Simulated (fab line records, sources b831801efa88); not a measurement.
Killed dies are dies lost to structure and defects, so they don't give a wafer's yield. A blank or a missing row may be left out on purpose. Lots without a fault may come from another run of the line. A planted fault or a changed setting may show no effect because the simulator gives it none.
A struck lot beside a sound one | flow sky130 | 22 steps out of a route of 708
Sound: wafers L295.1, L295.2, L295.3. Struck: wafers L304.2, L304.4, L304.6. The cause comes at the end.
At each step with rows: each side's tool, then ch and its chambers, then its first start. Under that, the readings that differ: sound wafers | struck wafers | difference of the means | sigmas: that difference in standard deviations of wafers without a fault.
alike: readings whose means differ by less than 2 such deviations, and words and numbers that are the same on both sides. not compared: withheld readings, readings that some wafer has no value for, bounds like >300 that may hide the same value, and numbers for which the record gives no deviation and whose values overlap.
The two part at a step that has a row with sigmas, a row that says differs or no value, or rows on one side only. Numbers that don't overlap but have no deviation are shown without sigmas and don't part them. A reading that every wafer of one side lacks parts them only if that side has two wafers or more.

first, 1 step without rows for these wafers: SKY_CAP2M_DEVELOP_11 (develop time 60 s).
SKY_CAP2M_OVL_MEAS_12:
  sound on overlay-02, day 41 08:07; struck on overlay-01, day 44 02:43
  alike: CAP2M_OVL
SKY_CAP2M_METAL_ETCH_13: etches TiN in Cl2/BCl3, stops on SiO2, target depth 220 nm, time 62.9 s.
  sound on rie_metal-04 ch 0,1, day 41 08:09; struck on rie_metal-03 ch 1, day 44 02:47
  alike: drypump_motor_current_A, oes_product_au, throttle_valve_pct
  not compared: rf_hours_counter_h
SKY_CAP2M_STRIP_14: strips in O2/N2.
  sound on plasma_asher-02 ch 0,1, day 41 08:15; struck on plasma_asher-03 ch 0,1, day 44 02:54
  reading                      | sound             | struck            | difference | sigmas
  strip_time_to_endpoint_s (s) | 12.61 12.62 12.58 | 12.70 12.78 12.68 | +0.12      | +3
  alike: drypump_motor_current_A, oes_product_au
  not compared: rf_hours_counter_h
then, 8 steps without rows for these wafers: SKY_CAP2M_STRIP_15 (strips in post etch residue remover, time 1200 s); SKY_CAP2M_CLEAN_16 (cleans in IPA, time 180 s); SKY_CAP2M_CLEAN_17 (cleans in O3/DIW); SKY_METAL4_DEHYDRATE_05 (time 60 s); SKY_METAL4_HMDS_06 (prime time 60 s); SKY_METAL4_COAT_07 (resist thk 60 nm); SKY_METAL4_COAT_08 (resist thk 1140 nm); SKY_METAL4_SOFTBAKE_09 (time 90 s).
SKY_METAL4_EXPOSE_10: exposes mask MM4, target cd 300 nm.
  sound on krf_scanner-01 ch 0, day 41 20:43; struck on krf_scanner-02 ch 0, day 44 15:09
  reading              | sound             | struck            | difference | sigmas
  exposure_dose_mJ_cm2 | 27.93 27.92 27.89 | 27.55 27.53 27.55 | -0.37      | -11
  alike: mask
then, 2 steps without rows for these wafers: SKY_METAL4_PEB_11; SKY_METAL4_DEVELOP_12 (develop time 60 s).
SKY_METAL4_CD_MEAS_13: target cd 300 nm.
  sound on cd_sem-01, day 42 08:49; struck on cd_sem-01, day 45 02:11
  alike: cd_nm
SKY_METAL4_OVL_MEAS_14:
  sound on overlay-02, day 42 08:56; struck on overlay-01, day 45 02:17
  alike: METAL4_OVL
SKY_METAL4_DESCUM_15: chemistry O2, time 8 s.
  sound on rie_metal-03 ch 0,1, day 42 08:58; struck on rie_metal-04 ch 0,1, day 45 02:19
  reading                 | sound             | struck          | difference | sigmas
  model.METAL4.cd_nm (nm) | 301.2 300.7 301.3 | 302.9 302.7 303 | +1.8       |
  alike: drypump_motor_current_A, oes_product_au
  not compared: rf_hours_counter_h
SKY_METAL4_ETCH_16: etches BARC in N2/H2, stops on SiO2, time 88.2 s, target depth 60 nm.
  sound on rie_metal-03 ch 0,1, day 42 09:00; struck on rie_metal-04 ch 0,1, day 45 02:21
  alike: drypump_motor_current_A, oes_product_au, throttle_valve_pct
  not compared: rf_hours_counter_h
SKY_METAL4_ETCH_17: etches SiO2 in C4F8/O2/Ar, stops on TiN, time 3.9 s, target depth 15 nm.
  sound on rie_diel-02 ch 1,2,3, day 42 09:05; struck on rie_diel-01 ch 0,2,3, day 45 02:27
  reading                 | sound             | struck            | difference | sigmas
  model.METAL4.cd_nm (nm) | 301.8 301.4 302.2 | 303.5 303.3 303.7 | +1.7       |
  alike: oes_product_au
  not compared: rf_hours_counter_h
SKY_METAL4_METAL_ETCH_18: etches the open film in Cl2/BCl3, stops on SiO2, target depth 845 nm, time 183.1 s.
  sound on rie_metal-04 ch 0,1, day 42 09:07; struck on rie_metal-03 ch 0,1, day 45 02:28
  alike: drypump_motor_current_A, oes_product_au, throttle_valve_pct
  not compared: rf_hours_counter_h
-- the record jumps here: 4 days lie between the struck wafers' starts before and after (it left off in module METAL4 and takes up again in module PAD_OPEN, whose first step shown is number 708 of the route) --
SKY_PAD_OPEN_PROBE_99:
  sound on prober-01, day 46 08:07; struck on prober-02, day 48 19:48
  alike: defect_limited_yield, killed_at_M0_to_M3, killed_at_M4_up, killed_at_contacts, killed_at_front_end, killed_at_other, killed_dies, killed_on_rim, killed_open, killed_short, sort_bin_3_pad_short, sort_bin_5_function, sort_bin_6_memory, sort_n_pass, sort_yield_pct

WHERE THEY PART
First at SKY_CAP2M_STRIP_14; last, within this record, at SKY_METAL4_EXPOSE_10. Later steps at which nothing parts them and some readings are alike: SKY_METAL4_CD_MEAS_13, SKY_METAL4_OVL_MEAS_14, SKY_METAL4_DESCUM_15, SKY_METAL4_ETCH_16, SKY_METAL4_ETCH_17, SKY_METAL4_METAL_ETCH_18, SKY_PAD_OPEN_PROBE_99.

WHY: what the simulator had put in
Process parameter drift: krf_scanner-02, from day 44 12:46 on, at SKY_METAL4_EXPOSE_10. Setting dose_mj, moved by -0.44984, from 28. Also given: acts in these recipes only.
